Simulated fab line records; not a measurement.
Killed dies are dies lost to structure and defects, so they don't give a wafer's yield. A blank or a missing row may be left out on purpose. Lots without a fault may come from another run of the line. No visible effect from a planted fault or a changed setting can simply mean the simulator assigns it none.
fab line records ; flow sky130
record: lots: 5; wafers: 15; last_day: 49
route steps=708 shown CONTACT@423 METAL1@434 PAD_OPEN@708
lots untouched by any fault: they come from a run of this same line in which no faults occurred
start_h: hours from the record's first day to the start of the lot's first wafer shown ; wait_h: how many hours have passed since the lot's step before this one ; " same as the row above ; L1.1+2: one row covering several wafers at once ; - no value present, or no start provided ; * or withheld: withheld ; < > ~ a bound
route shown NAME@n: a module of which the file shows steps, and the number in the route of the first ; usual: mean/standard deviation of fault-free wafers ; same: alike in all rows ; chamber/n: place in a boat ; sites: the reading at each site ; _std_site: the standard deviation of these ; _edge_site: outer sites' mean less inner sites' ; radius_mm: how far each site lies from the wafer's centre ; mask NAME#n: copy n ; behind: tool/chamber where the wafer was last shaped ; hold: reason for holding the lot/hours on hold/outcome of the hold ; device: names the non-switching transistor (n, p or np) ; end of line: tests run on the same wafers once the route is complete ; for a step that has no rows: nothing shown but its recipe ; killed: not the wafer's yield, but the dies lost to structure and defects at the first sort ; map: dies across one wafer; x = killed, . = not, _ = none there
set.NAME: the setting that was run; set.NAME@STEP: the one run at that earlier step ; model.NAME: the simulator's own value behind a step, which no gauge read
lots at selected steps of the route; one table per step, one row per wafer
services: from which hour (start_h, from the record's first day; less than 0 if before it) a tool's chamber was out of use, for how many hours, and why
== steps ==
step: SKY_CONTACT_ETCH_17
recipe: target: SiO2; chemistry: C4F8/O2/Ar; stop_on: Si3N4; mask_material: KrF-thick; source_w: 1500; bias_w: 1200; pressure_mtorr: 40; c4f8_flow_sccm: withheld; O2_flow_sccm: 6; Ar_flow_sccm: 300; time_s: withheld; target_depth_a: 3400
step: SKY_CONTACT_ETCH_18
recipe: target: Si3N4; chemistry: CHF3/O2; stop_on: TiN; source_w: 600; bias_w: 200; pressure_mtorr: 40; chf3_flow_sccm: 50; O2_flow_sccm: 5; time_s: 39; target_depth_a: 750
step: SKY_CONTACT_STRIP_19
recipe: chemistry: O2/N2; power_w: 1400; pressure_mtorr: 1500; platen_temp_c: withheld; o2_flow_sccm: 3000; n2_flow_sccm: 300; overash_fraction: 0.5
usual: drypump_motor_current_A: 5.8/0.69; oes_product_au: 0.382/0.005; strip_time_to_endpoint_s: 3.630/0.028
lot.wafer;tool;chamber;start_h;wait_h;drypump_motor_current_A;oes_product_au;rf_hours_counter_h;strip_time_to_endpoint_s
L521.2;plasma_asher-01;0;728.44;-;4.7;0.386;59;3.647
L521.3;plasma_asher-01;0;728.44;-;4.7;0.384;-;3.627
L521.4;plasma_asher-01;1;728.44;-;6.3;0.379;-;3.625
L532.1;plasma_asher-01;0;817.70;-;4.7;0.381;68;3.657
L532.4;plasma_asher-01;1;817.70;-;6.3;0.383;-;3.644
L532.5;plasma_asher-01;0;817.70;-;4.7;0.382;-;3.651
L534.2;plasma_asher-02;0;852.70;-;5.7;0.390;41;3.628
L534.4;plasma_asher-02;1;852.70;-;5.6;0.385;-;3.614
L534.6;plasma_asher-02;1;852.70;-;5.7;0.379;-;3.618
L536.2;plasma_asher-02;1;860.49;-;5.7;0.383;42;3.634
L536.4;plasma_asher-02;1;860.49;-;5.7;0.384;-;3.664
L536.6;plasma_asher-02;0;860.49;-;5.7;0.379;-;3.631
L542.1;plasma_asher-04;0;891.55;-;6.6;0.384;107;3.645
L542.3;plasma_asher-04;0;891.55;-;6.5;0.381;-;3.585
L542.5;plasma_asher-04;0;891.55;-;6.6;0.390;-;3.616
step: SKY_CONTACT_STRIP_20
recipe: chemistry: post_etch_residue_remover; time_s: 1200; temp_c: 72.5
step: SKY_CONTACT_CLEAN_21
recipe: chemistry: IPA; time_s: 180; temp_c: 25
step: SKY_CONTACT_CLEAN_22
recipe: chemistry: O3/DIW; dry: n2_spin
step: SKY_CONTACT_SPUTTER_23
recipe: material: TiN; target_thk_nm: 20; chamber_pressure_pa: 5; power_w: 4000; time_s: 80
step: SKY_CONTACT_CVD_24
recipe: material: W; target_thk_nm: 340; time_s: 102.12; temp_c: 400; pressure_torr: 40
usual: heater_power_outer_w: 522/81; heater_power_w: 838/100
lot.wafer;tool;chamber;start_h;wait_h;heater_power_outer_w;heater_power_w
L521.2;cvd_w-01;0;729.14;0.1;595;882
L521.3;cvd_w-01;0;729.14;0.1;602;905
L521.4;cvd_w-01;0;729.14;0.1;604;912
L532.1;cvd_w-01;0;818.36;0.0;592;887
L532.4;cvd_w-01;0;818.36;0.0;590;900
L532.5;cvd_w-01;1;818.36;0.0;469;773
L534.2;cvd_w-01;0;853.41;0.0;582;906
L534.4;cvd_w-01;0;853.41;0.0;583;916
L534.6;cvd_w-01;0;853.41;0.0;589;892
L536.2;cvd_w-01;0;861.15;0.0;593;903
L536.4;cvd_w-01;1;861.15;0.0;472;755
L536.6;cvd_w-01;0;861.15;0.0;588;910
L542.1;cvd_w-02;1;892.21;0.0;611;949
L542.3;cvd_w-02;0;892.21;0.0;416;715
L542.5;cvd_w-02;0;892.21;0.0;425;689
step: SKY_CONTACT_RS_MEAS_25
recipe: thk_meas_gauge: four-point-probe; reads: W_of_CONTACT_CVD_24+TiN_of_CONTACT_SPUTTER_23
usual: CONTACT_W_RS: 0.339/0.0032
lot.wafer;tool;chamber;start_h;wait_h;CONTACT_W_RS[ohm/sq]
L521.2;film_metro-02;-;729.35;0.2;0.339
L521.3;film_metro-02;-;729.35;0.2;0.336
L521.4;film_metro-02;-;729.35;0.2;0.336
L532.1;film_metro-02;-;818.47;0.1;0.337
L532.4;film_metro-02;-;818.47;0.1;0.343
L532.5;film_metro-02;-;818.47;0.1;0.340
L534.2;film_metro-02;-;853.54;0.1;0.334
L534.4;film_metro-02;-;853.54;0.1;0.338
L534.6;film_metro-02;-;853.54;0.1;0.338
L536.2;film_metro-04;-;861.28;0.1;0.343
L536.4;film_metro-04;-;861.28;0.1;0.346
L536.6;film_metro-04;-;861.28;0.1;0.340
L542.1;film_metro-04;-;892.32;0.1;0.343
L542.3;film_metro-04;-;892.32;0.1;0.342
L542.5;film_metro-04;-;892.32;0.1;0.343
step: SKY_CONTACT_THK_MEAS_26
recipe: thk_meas_gauge: xrf; reads: W_of_CONTACT_CVD_24
usual: CONTACT_W_THK: 349/5.1
lot.wafer;tool;chamber;start_h;wait_h;CONTACT_W_THK[nm]
L521.2;film_metro-02;-;729.46;0.1;353
L521.3;film_metro-02;-;729.46;0.1;356
L521.4;film_metro-02;-;729.46;0.1;358
L532.1;film_metro-02;-;818.59;0.1;356
L532.4;film_metro-02;-;818.59;0.1;351
L532.5;film_metro-02;-;818.59;0.1;354
L534.2;film_metro-02;-;853.65;0.1;359
L534.4;film_metro-02;-;853.65;0.1;353
L534.6;film_metro-02;-;853.65;0.1;356
L536.2;film_metro-04;-;861.39;0.1;337
L536.4;film_metro-04;-;861.39;0.1;335
L536.6;film_metro-04;-;861.39;0.1;341
L542.1;film_metro-04;-;892.44;0.1;345
L542.3;film_metro-04;-;892.44;0.1;347
L542.5;film_metro-04;-;892.44;0.1;347
step: SKY_CONTACT_CMP_27
recipe: stop_on: SiO2; t_overpolish_s: 15; down_force_psi: 3.5; platen_rpm: 60; target_thk_nm: 0; pad_velocity_m_s: 0.94248
usual: motor_current_A: 11.6/1.3; overpolish_run_s: 15.000/0.009; time_to_endpoint_s: 83/3.1
lot.wafer;tool;chamber;start_h;wait_h;motor_current_A;overpolish_run_s;time_to_endpoint_s
L521.3;cmp-01;0;729.51;0.0;10.7;15.011;83
L521.2;cmp-01;1;729.51;0.0;10.5;15.000;84
L521.4;cmp-01;3;729.51;0.0;13.5;15.004;82
L532.1;cmp-02;1;818.65;0.1;10.6;15.004;79
L532.4;cmp-02;0;818.65;0.1;13.1;14.992;82
L532.5;cmp-02;1;818.65;0.1;11.2;15.000;77
L534.4;cmp-02;1;853.70;0.0;11.3;14.996;79
L534.2;cmp-02;3;853.70;0.0;10.3;14.997;84
L534.6;cmp-02;1;853.70;0.0;11.1;14.985;77
L536.4;cmp-01;3;861.49;0.1;13.4;15.007;84
L536.2;cmp-01;0;861.49;0.1;11.0;15.006;86
L536.6;cmp-01;3;861.49;0.1;13.8;15.004;86
L542.1;cmp-01;1;892.50;0.1;10.2;14.996;81
L542.3;cmp-01;0;892.50;0.1;10.9;14.998;82
L542.5;cmp-01;1;892.50;0.1;9.7;14.987;80
step: SKY_METAL1_SPUTTER_00
recipe: material: Ti; target_thk_nm: 15; power_w: 3000; time_s: 10; chamber_pressure_pa: 0.4
usual: throttle_valve_pct: 29.9/0.65
lot.wafer;tool;chamber;start_h;wait_h;throttle_valve_pct
L521.2;pvd_sputter-01;-;729.81;0.2;28.8
L521.3;pvd_sputter-01;-;729.81;0.2;29.5
L521.4;pvd_sputter-01;-;729.81;0.2;29.8
L532.1;pvd_sputter-02;-;818.95;0.2;29.2
L532.4;pvd_sputter-02;-;818.95;0.2;30.8
L532.5;pvd_sputter-02;-;818.95;0.2;28.9
L534.2;pvd_sputter-04;-;854.00;0.1;30.0
L534.4;pvd_sputter-04;-;854.00;0.1;29.3
L534.6;pvd_sputter-04;-;854.00;0.1;30.0
L536.2;pvd_sputter-01;-;861.74;0.1;29.8
L536.4;pvd_sputter-01;-;861.74;0.1;30.4
L536.6;pvd_sputter-01;-;861.74;0.1;30.4
L542.1;pvd_sputter-04;-;892.80;0.2;30.6
L542.3;pvd_sputter-04;-;892.80;0.2;29.5
L542.5;pvd_sputter-04;-;892.80;0.2;30.1
step: SKY_METAL1_SPUTTER_01
recipe: material: TiN; target_thk_nm: 20; power_w: 6500; time_s: 16.7; chamber_pressure_pa: 0.4
usual: throttle_valve_pct: 29.9/0.63
lot.wafer;tool;chamber;start_h;wait_h;throttle_valve_pct;model.TiN_of_METAL1_SPUTTER_01.thk_nm
L521.2;pvd_sputter-01;-;729.83;0.0;29.0;20.17
L521.3;pvd_sputter-01;-;729.83;0.0;29.5;20.14
L521.4;pvd_sputter-01;-;729.83;0.0;30.0;20.25
L532.1;pvd_sputter-02;-;818.97;0.0;29.0;19.97
L532.4;pvd_sputter-02;-;818.97;0.0;31.1;19.9
L532.5;pvd_sputter-02;-;818.97;0.0;29.1;31.06
L534.2;pvd_sputter-04;-;854.03;0.0;29.9;19.69
L534.4;pvd_sputter-04;-;854.03;0.0;29.4;19.7
L534.6;pvd_sputter-04;-;854.03;0.0;30.1;19.76
L536.2;pvd_sputter-01;-;861.76;0.0;29.8;19.8
L536.4;pvd_sputter-01;-;861.76;0.0;30.5;19.73
L536.6;pvd_sputter-01;-;861.76;0.0;30.1;19.97
L542.1;pvd_sputter-04;-;892.82;0.0;30.5;20.03
L542.3;pvd_sputter-04;-;892.82;0.0;29.5;19.88
L542.5;pvd_sputter-04;-;892.82;0.0;30.2;19.97
step: SKY_METAL1_SPUTTER_02
recipe: material: AlCu; target_thk_nm: 250; power_w: 10600; time_s: 13.3; chamber_pressure_pa: 0.4
usual: throttle_valve_pct: 29.9/0.64
lot.wafer;tool;chamber;start_h;wait_h;throttle_valve_pct
L521.2;pvd_sputter-01;-;729.85;0.0;28.9
L521.3;pvd_sputter-01;-;729.85;0.0;29.9
L521.4;pvd_sputter-01;-;729.85;0.0;30.0
L532.1;pvd_sputter-02;-;819.00;0.0;29.0
L532.4;pvd_sputter-02;-;819.00;0.0;30.7
L532.5;pvd_sputter-02;-;819.00;0.0;29.3
L534.2;pvd_sputter-04;-;854.05;0.0;30.1
L534.4;pvd_sputter-04;-;854.05;0.0;29.5
L534.6;pvd_sputter-04;-;854.05;0.0;30.0
L536.2;pvd_sputter-01;-;861.79;0.0;30.2
L536.4;pvd_sputter-01;-;861.79;0.0;30.1
L536.6;pvd_sputter-01;-;861.79;0.0;30.4
L542.1;pvd_sputter-04;-;892.85;0.0;30.6
L542.3;pvd_sputter-04;-;892.85;0.0;29.7
L542.5;pvd_sputter-04;-;892.85;0.0;30.0
step: SKY_PAD_OPEN_PROBE_99
usual: defect_limited_yield: 82.5/1.9; killed_at_M0_to_M3: 43/6.7; killed_at_M4_up: 3.2/1.9; killed_at_contacts: 24/5.9; killed_at_front_end: 15/4.1; killed_at_other: 0.3/0.56; killed_dies: 86/9.5; killed_open: 47/7.4; killed_short: 39/5.5; sort_bin_3_pad_short: 0.8/0.4; sort_bin_5_function: 10.4/1.4; sort_bin_6_memory: 6.2/1.2; sort_n_pass: 406/9.5; sort_yield_pct: 82.5/1.9
same: gross_dies: 492; killed_at_back_side: 0; sort_bin_4_leakage[%]: 0; sort_bin_8_speed[%]: 0
lot.wafer;tool;chamber;start_h;wait_h;defect_limited_yield[%];killed_at_M0_to_M3;killed_at_M4_up;killed_at_contacts;killed_at_front_end;killed_at_other;killed_dies;killed_open;killed_short;sort_bin_3_pad_short[%];sort_bin_5_function[%];sort_bin_6_memory[%];sort_n_pass;sort_yield_pct[%]
L534.2;prober-02;-;1160.94;0.1;85.4;40;2;17;13;0;72;38;34;1.0;7.3;6.3;420;85.4
L534.4;prober-02;-;1161.04;0.2;80.5;45;4;27;20;0;96;46;50;0.8;10.8;7.9;396;80.5
L534.6;prober-02;-;1161.14;0.2;77.0;67;4;28;14;0;113;59;54;0.6;12.8;9.6;379;77.0
killed by level:class
L534.2 METAL1:geometric_particle:short=9 VIA1:geometric_particle:open=8 VIA2:geometric_particle:open=7 LI_CONTACT:geometric_particle:open=6 METAL2:geometric_particle:short=6 CONTACT:geometric_particle:open=5 VIA1:geometric_particle:short=4 FIELD_ISO:geometric_particle:open=3
L534.4 CONTACT:geometric_particle:open=12 METAL1:geometric_particle:short=8 VIA1:geometric_particle:open=8 FIELD_ISO:geometric_particle:open=7 LOCAL_INTERCONNECT:geometric_particle:short=7 FIELD_ISO:geometric_particle:short=6 VIA3:geometric_particle:open=6 VIA1:geometric_particle:short=4
L534.6 VIA1:geometric_particle:open=21 CONTACT:geometric_particle:open=12 METAL2:geometric_particle:short=7 METAL3:geometric_particle:short=7 VIA2:geometric_particle:open=7 POLY_GATE:geometric_particle:open=6 METAL1:geometric_particle:short=6 VIA1:geometric_particle:short=6
== services ==
tool;chamber;start_h;hours;kind
cvd_w-02;1;716.17;11.9;repair
pvd_sputter-02;-;718.28;0.5;repair
pvd_sputter-04;-;720.41;9.6;repair
cvd_w-02;-;720.67;2.9;repair
cvd_w-01;1;728.82;4.6;repair
cvd_w-01;-;729.35;1.2;repair
cmp-01;-;739.81;4.4;repair
cmp-01;-;744.21;5.0;pm
cmp-01;-;749.21;4.0;pm
pvd_sputter-04;-;750.42;3.3;repair
plasma_asher-02;-;758.76;0.7;repair
cmp-01;-;759.58;3.8;repair
pvd_sputter-02;-;763.54;2.9;repair
cvd_w-02;-;771.61;6.0;pm
pvd_sputter-01;-;787.98;2.9;repair
cmp-01;-;823.34;2.7;repair
pvd_sputter-01;-;831.88;1.1;repair
cmp-01;-;836.44;1.8;repair
cmp-01;-;836.74;0.4;repair
cmp-02;-;856.57;5.7;pm
pvd_sputter-01;-;861.93;0.6;repair
pvd_sputter-04;0;873.57;-;consumable_replace:kit
pvd_sputter-04;0;873.57;18.0;scheduled_down
pvd_sputter-04;-;887.68;1.5;repair
== key ==
first_sign none at tools or gauges
model_effect: step: SKY_METAL1_SPUTTER_01; value: TiN_of_METAL1_SPUTTER_01.thk_nm; without: 19.92; struck: 31.06
met_at SKY_METAL1_SPUTTER_01
struck_wafers L532.5
loop_trim: step: SKY_CONTACT_EXPOSE_11; setting: dose; lots: L532
fault: kind: process_parameter_drift; tool: pvd_sputter-02; chamber: -; onset_h: 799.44; steps: SKY_METAL1_SPUTTER_01; channel: target_thk_nm; offset: 11.135; shape: step; end_h: 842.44; scope: struck_wafers_only; acts_in: these_recipes_only; stated: 20
loop_trim: a control loop set the setting to another value than it would have without faults
